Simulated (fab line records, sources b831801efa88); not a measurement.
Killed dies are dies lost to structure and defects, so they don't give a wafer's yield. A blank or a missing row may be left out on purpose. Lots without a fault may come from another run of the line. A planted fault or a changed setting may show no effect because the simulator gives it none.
Chamber matching | flow sky130 | SKY_FIELD_ISO_CMP_27 on cmp-02: 4 sister chambers
The step polishes, stops on Si3N4, t overpolish 16 s, target thk 457.8 nm. 14 wafers are shown with their chamber, then 7 later ones without.

WAFERS WITH THEIR CHAMBER
wafer  | chamber | motor_current_A (A) | time_to_endpoint_s (s) | overpolish_run_s (s)
L759.1 | 3       | 10.0                | 111                    | 16.010
L759.2 | 1       | 13.1                | 122                    | 16.003
L759.3 | 2       | 14.3                | 116                    | 16.009
L763.3 | 2       | 14.3                | 115                    | 16.002
L763.5 | 0       | 11.2                | 111                    | 16.007
L763.6 | 3       | 9.2                 | 114                    | 15.986
L764.1 | 2       | 14.4                | 116                    | 15.999
L764.3 | 0       | 11.4                | 113                    | 16.007
L764.4 | 3       | 9.5                 | 113                    | 16.000
L766.3 | 2       | 14.0                | 108                    | 16.004
L766.5 | 3       | 9.5                 | 105                    | 15.998
L766.6 | 0       | 11.2                | 105                    | 15.996
L768.1 | 1       | 12.8                | 118                    | 15.982
L768.2 | 0       | 10.9                | 105                    | 16.009

SIGNATURES (means of the wafers above)
reading            | chamber 0 | chamber 1 | chamber 2 | chamber 3 | scatter within a chamber
motor_current_A    | 11.175    | 12.950    | 14.250    | 9.550     | 0.243
time_to_endpoint_s | 108.50    | 120.00    | 113.75    | 110.75    | 3.91
overpolish_run_s   | 16.00475  | 15.99250  | 16.00350  | 15.99850  | 0.00818
Rule: a wafer's distance from a chamber is the root of the sum, over the readings, of the square of ((its reading less the chamber's mean) divided by the reading's scatter). The wafer belongs to the nearest chamber; if the next one is less than 2 further off, it can't be placed. The scatter: the root of (the sum of the squares of (reading less its chamber's mean) over the shown wafers, divided by (wafers less chambers)).

WAFERS WITHOUT THEIR CHAMBER
wafer  | motor_current_A (A) | time_to_endpoint_s (s) | overpolish_run_s (s)
L768.4 | 9.6                 | 105                    | 15.989
L780.2 | 9.4                 | 104                    | 15.994
L780.3 | 14.3                | 106                    | 16.013
L780.4 | 12.1                | 113                    | 16.006
L781.2 | 13.1                | 115                    | 15.996
L781.3 | 9.7                 | 100                    | 15.992
L781.4 | 11.9                | 100                    | 15.995

WHICH CHAMBER EACH WENT THROUGH
wafer  | from the rows above     | in truth
L768.4 | 3                       | 3
L780.2 | 3                       | 3
L780.3 | 2                       | 2
L780.4 | can't be placed: 0 or 1 | 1
L781.2 | 1                       | 1
L781.3 | 3                       | 3
L781.4 | 0                       | 0
Placed correctly: 6 of 7. Can't be placed from these rows: 1 (the true chamber is among the candidates in 1). Placed wrongly: 0.
